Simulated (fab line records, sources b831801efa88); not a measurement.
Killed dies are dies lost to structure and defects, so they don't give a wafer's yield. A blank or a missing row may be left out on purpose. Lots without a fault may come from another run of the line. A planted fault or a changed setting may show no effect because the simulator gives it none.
A struck lot beside a sound one | flow gf180mcu | 15 steps out of a route of 602
Sound: wafers L375.1, L375.4, L375.6. Struck: wafers L370.2, L370.3, L370.4. The cause comes at the end.
At each step with rows: each side's tool, then ch and its chambers, then its first start. Under that, the readings that differ: sound wafers | struck wafers | difference of the means | sigmas: that difference in standard deviations of wafers without a fault.
alike: readings whose means differ by less than 2 such deviations, and words and numbers that are the same on both sides. not compared: withheld readings, readings that some wafer has no value for, bounds like >300 that may hide the same value, and numbers for which the record gives no deviation and whose values overlap.
The two part at a step that has a row with sigmas, a row that says differs or no value, or rows on one side only. Numbers that don't overlap but have no deviation are shown without sigmas and don't part them. A reading that every wafer of one side lacks parts them only if that side has two wafers or more.

first, 8 steps without rows for these wafers: GF_V3_DEHYDRATE_06 (time 60 s); GF_V3_HMDS_07 (prime time 60 s); GF_V3_COAT_08; GF_V3_COAT_09 (resist thk 1000 nm); GF_V3_SOFTBAKE_10 (time 60 s); GF_V3_EXPOSE_11 (exposes mask Via3, target cd 260 nm); GF_V3_PEB_12 (peb time 90 s); GF_V3_DEVELOP_13 (develop time 60 s).
GF_V3_CD_MEAS_14: target cd 260 nm.
  sound on cd_sem-02, day 29 02:14; struck on cd_sem-02, day 27 02:09
  alike: cd_nm
GF_V3_OVL_MEAS_15:
  sound on overlay-01, day 29 02:22; struck on overlay-01, day 27 02:16
  alike: V3_OVL
GF_V3_ETCH_16: etches BARC in N2/H2.
  sound on rie_diel-02 ch 0,2,3, day 29 02:24; struck on rie_diel-03 ch 1,2,3, day 27 02:17
  alike: drypump_motor_current_A, oes_product_au, throttle_valve_pct
GF_V3_ETCH_17: etches SiO2 in C4F8/O2/Ar, stops on TiN, target depth 635 nm.
  sound on rie_diel-02 ch 0,2,3; struck on rie_diel-03 ch 1,2,3
  alike: oes_product_au
GF_V3_STRIP_18: strips in O2/N2.
  sound on plasma_asher-02 ch 0,1, day 29 02:32; struck on plasma_asher-01 ch 0,1, day 27 02:25
  no value came back on the struck wafers for chamber_pressure_mTorr (mTorr), drypump_motor_current_A (A), heater_power_w (W), oes_product_au (a.u.); on the sound wafers chamber_pressure_mTorr (mTorr) reads 1501.6 1499.4 1499.7
  not compared: rf_hours_counter_h
then, 1 step without rows for these wafers: GF_V3_STRIP_19 (strips in post etch residue remover, time 1200 s).
-- the record jumps here: 6 days lie between the struck wafers' starts before and after (it left off in module V3 and takes up again in module PASSIVATION, whose first step shown is number 602 of the route) --
GF_PASSIVATION_PROBE_99:
  the record has rows for the struck wafers here (prober-01, day 32 21:19) and none for the sound ones

WHERE THEY PART
First at GF_V3_STRIP_18; last, within this record, at GF_PASSIVATION_PROBE_99.

WHY: what the simulator had put in
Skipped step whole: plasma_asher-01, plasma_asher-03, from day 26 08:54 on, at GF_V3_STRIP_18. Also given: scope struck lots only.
